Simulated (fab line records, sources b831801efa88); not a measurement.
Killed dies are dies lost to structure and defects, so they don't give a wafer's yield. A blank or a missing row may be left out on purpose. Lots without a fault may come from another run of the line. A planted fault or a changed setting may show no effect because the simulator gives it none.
A struck lot beside a sound one | flow gf180mcu | 30 steps out of a route of 602
Sound: wafers L490.1, L490.2, L490.4. Struck: wafers L497.2, L497.3, L497.4. The cause comes at the end.
At each step with rows: each side's tool, then ch and its chambers, then its first start. Under that, the readings that differ: sound wafers | struck wafers | difference of the means | sigmas: that difference in standard deviations of wafers without a fault.
alike: readings whose means differ by less than 2 such deviations, and words and numbers that are the same on both sides. not compared: withheld readings, readings that some wafer has no value for, bounds like >300 that may hide the same value, and numbers for which the record gives no deviation and whose values overlap.
The two part at a step that has a row with sigmas, a row that says differs or no value, or rows on one side only. Numbers that don't overlap but have no deviation are shown without sigmas and don't part them. A reading that every wafer of one side lacks parts them only if that side has two wafers or more.

first, 3 steps without rows for these wafers: GF_PSD_EXPOSE_04 (exposes mask Pplus, target cd 400 nm); GF_PSD_PEB_05; GF_PSD_DEVELOP_06 (develop time 60 s).
GF_PSD_CD_MEAS_07: target cd 400 nm.
  sound on cd_sem-02, day 14 05:08; struck on cd_sem-02, day 16 15:10
  alike: cd_nm
GF_PSD_OVL_MEAS_08:
  sound on overlay-01, day 14 05:16; struck on overlay-02, day 16 15:16
  alike: PSD_OVL
then, 1 step without rows for these wafers: GF_PSD_IMPLANT_09.
GF_PSD_STRIP_10: strips in O2/N2.
  sound on plasma_asher-02 ch 0,1, day 14 05:27; struck on plasma_asher-01 ch 0,1, day 16 15:27
  alike: drypump_motor_current_A, heater_power_w, n2_flow_sccm, oes_product_au, platen_temp_c, strip_time_to_endpoint_s
  not compared: rf_hours_counter_h
GF_PSD_TW_MEAS_11:
  sound on film_metro-04, day 14 05:33; struck on film_metro-01, day 16 15:34
  alike: PSD_TW
then, 1 step without rows for these wafers: GF_PSD_CLEAN_12 (cleans in SC1/SC2, time 150 s).
GF_PSD_RTA_13: time 20 s.
  sound on rtp_anneal-02 ch 0, day 14 05:40; struck on rtp_anneal-02 ch 0, day 16 15:43
  alike: lamp_power_pct, wafer_temp_C_max
GF_PSD_RS_MEAS_14: measures by four-point-probe.
  sound on film_metro-04, day 14 05:45; struck on film_metro-03, day 16 15:49
  alike: NSD_RS
GF_PSD_RS_MEAS_15: measures by four-point-probe.
  sound on film_metro-04, day 14 05:52; struck on film_metro-03, day 16 15:56
  alike: PSD_RS
GF_SAB_CVD_00: deposits SiO2 from TEOS, target thk 50 nm, time 4.9302 s.
  sound on pecvd-03 ch 0,2, day 14 05:59; struck on pecvd-04 ch 1,2, day 16 16:02
  reading                              | sound             | struck           | difference | sigmas
  model.SiO2_of_SAB_CVD_00.thk_nm (nm) | 48.92 48.43 49.59 | 64.2 64.84 65.96 | +16.0      |
  alike: heater_power_w
GF_SAB_THK_MEAS_01:
  sound on film_metro-01, day 14 06:01; struck on film_metro-01, day 16 16:04
  reading             | sound          | struck         | difference | sigmas
  SAB_CVD_00_THK (nm) | 48.9 48.4 49.6 | 64.2 64.9 66.0 | +16.1      | +21
then, 7 steps without rows for these wafers: GF_SAB_DEHYDRATE_02 (time 60 s); GF_SAB_HMDS_03 (prime time 60 s); GF_SAB_COAT_04 (resist thk 1000 nm); GF_SAB_SOFTBAKE_05 (time 60 s); GF_SAB_EXPOSE_06 (exposes mask SAB, target cd 420 nm); GF_SAB_PEB_07; GF_SAB_DEVELOP_08 (develop time 60 s).
GF_SAB_CD_MEAS_09: target cd 420 nm.
  sound on cd_sem-01, day 15 03:09; struck on cd_sem-01, day 17 14:37
  alike: cd_nm
GF_SAB_OVL_MEAS_10:
  sound on overlay-02, day 15 03:16; struck on overlay-01, day 17 14:43
  alike: SAB_OVL
GF_SAB_ETCH_11: etches SiO2 in C4F8/O2/Ar, target depth 55 nm, time 8.5 s.
  sound on rie_diel-04 ch 0,2,3, day 15 03:18; struck on rie_diel-03 ch 0,1,3, day 17 14:45
  reading                | sound       | struck   | difference | sigmas
  rf_hours_counter_h (h) | 110 104 104 | 12 102 0 | -68        |
  alike: bias_w, oes_product_au
then, 1 step without rows for these wafers: GF_SAB_WET_ETCH_12 (etches SiO2 in dHF, target depth 22 nm, time 440 s).
GF_SAB_STRIP_13: strips in O2/N2.
  sound on plasma_asher-01 ch 0,1, day 15 03:28; struck on plasma_asher-01 ch 0,1, day 17 14:54
  alike: drypump_motor_current_A, heater_power_w, n2_flow_sccm, oes_product_au, platen_temp_c, strip_time_to_endpoint_s
  not compared: rf_hours_counter_h
then, 1 step without rows for these wafers: GF_SALICIDE_CLEAN_00 (cleans in SC1/SC2, time 150 s).
GF_SALICIDE_WET_ETCH_01: etches SiO2 in dHF, target depth 5 nm, time 100 s.
  sound on wet_bench-03 ch 1, day 15 03:37; struck on wet_bench-03 ch 3, day 17 15:03
  reading                              | sound             | struck            | difference | sigmas
  model.SiO2_of_SAB_CVD_00.thk_nm (nm) | 37.98 37.49 38.73 | 53.53 54.21 55.34 | +16.29     |
GF_SALICIDE_SPUTTER_02: material Co, target thk 10 nm, time 20 s.
  sound on pvd_sputter-03, day 15 03:38; struck on pvd_sputter-01, day 17 15:05
  alike: cathode_dc_power_W, throttle_valve_pct
GF_PASSIVATION_PROBE_99:
  the record has rows for the sound wafers here (prober-02, day 29 01:31) and none for the struck ones

WHERE THEY PART
First at GF_SAB_THK_MEAS_01; last, within this record, at GF_PASSIVATION_PROBE_99.

WHY: what the simulator had put in
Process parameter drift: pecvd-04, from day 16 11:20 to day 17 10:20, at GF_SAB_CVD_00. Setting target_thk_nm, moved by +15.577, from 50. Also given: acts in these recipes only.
